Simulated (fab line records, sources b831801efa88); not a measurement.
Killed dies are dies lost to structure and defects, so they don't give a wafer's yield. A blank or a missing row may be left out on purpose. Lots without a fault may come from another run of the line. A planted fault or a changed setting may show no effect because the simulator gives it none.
Which tool did it? | flow gf180mcu | 6 lots, 18 wafers sampled, at 3 steps of a route of 602

WHAT THE GAUGES READ, wafer by wafer
GF_HV_LDD_RS_MEAS_53: measures by four-point-probe.
lot  | measured     | on            | HV_LDD_RS (ohm/sq)
L138 | day 14 16:20 | film_metro-02 | 422.6 422.1 421.7
L143 | day 16 05:30 | film_metro-03 | 417.3 418.0 417.5
L145 | day 16 17:25 | film_metro-03 | 419.1 419.3 419.3
L149 | day 18 06:14 | film_metro-01 | 418.7 418.4 419.8
L151 | day 18 23:58 | film_metro-02 | 418.0 418.1 418.1
L154 | day 19 23:22 | film_metro-03 | 419.9 420.1 419.3

WHICH TOOL RAN EACH LOT (tool, then ch and the chambers of the sampled wafers, then the start)
lot  | GF_POLY_GATE_ETCH_12               | GF_HV_LDD_IMPLANT_36
L138 | rie_diel-03 ch 0,1,2, day 11 05:29 | implanter-02 ch 0, day 13 19:15
L143 | rie_diel-04 ch 1,2,3, day 12 12:45 | implanter-04 ch 0, day 15 07:04
L145 | rie_diel-03 ch 0,2,3, day 13 00:11 | implanter-03 ch 0, day 15 17:52
L149 | rie_diel-02 ch 0,2,3, day 14 08:40 | implanter-02 ch 0, day 17 05:51
L151 | rie_diel-02 ch 0,1,3, day 15 01:33 | implanter-02 ch 0, day 17 23:43
L154 | rie_diel-03 ch 0,1,2, day 15 19:18 | implanter-02 ch 0, day 18 22:07
- GF_POLY_GATE_ETCH_12: etches BARC in N2/H2.
- GF_HV_LDD_IMPLANT_36

THE ANSWER, worked out from the rows above alone
Rule: what is usual is taken from the lots themselves. Put in order of their means at a reading, lots are off if they are a third of the lots or fewer, leave a main group of 4 or more, and stand apart from it by a gap of 3 or more times the standard deviation of the main group's means; of several such gaps the widest counts. A main group whose means are all the same, to the digits that the tables above print for the reading, isn't used. A lot without any number at a reading at which 4 lots or more have one is off too. The other lots that the step has rows for count as sound.
Off: L138, at GF_HV_LDD_RS_MEAS_53 (HV_LDD_RS). The main group: mean 418.7 ohm/sq, standard deviation 0.79.
A tool fits if, at a process step before that reading, it ran every lot that is off, and no sound lot after the first of them. The gauges at GF_HV_LDD_RS_MEAS_53 are tried like those tools. None of those tried fits.

WHAT THE SIMULATOR HAD PUT IN
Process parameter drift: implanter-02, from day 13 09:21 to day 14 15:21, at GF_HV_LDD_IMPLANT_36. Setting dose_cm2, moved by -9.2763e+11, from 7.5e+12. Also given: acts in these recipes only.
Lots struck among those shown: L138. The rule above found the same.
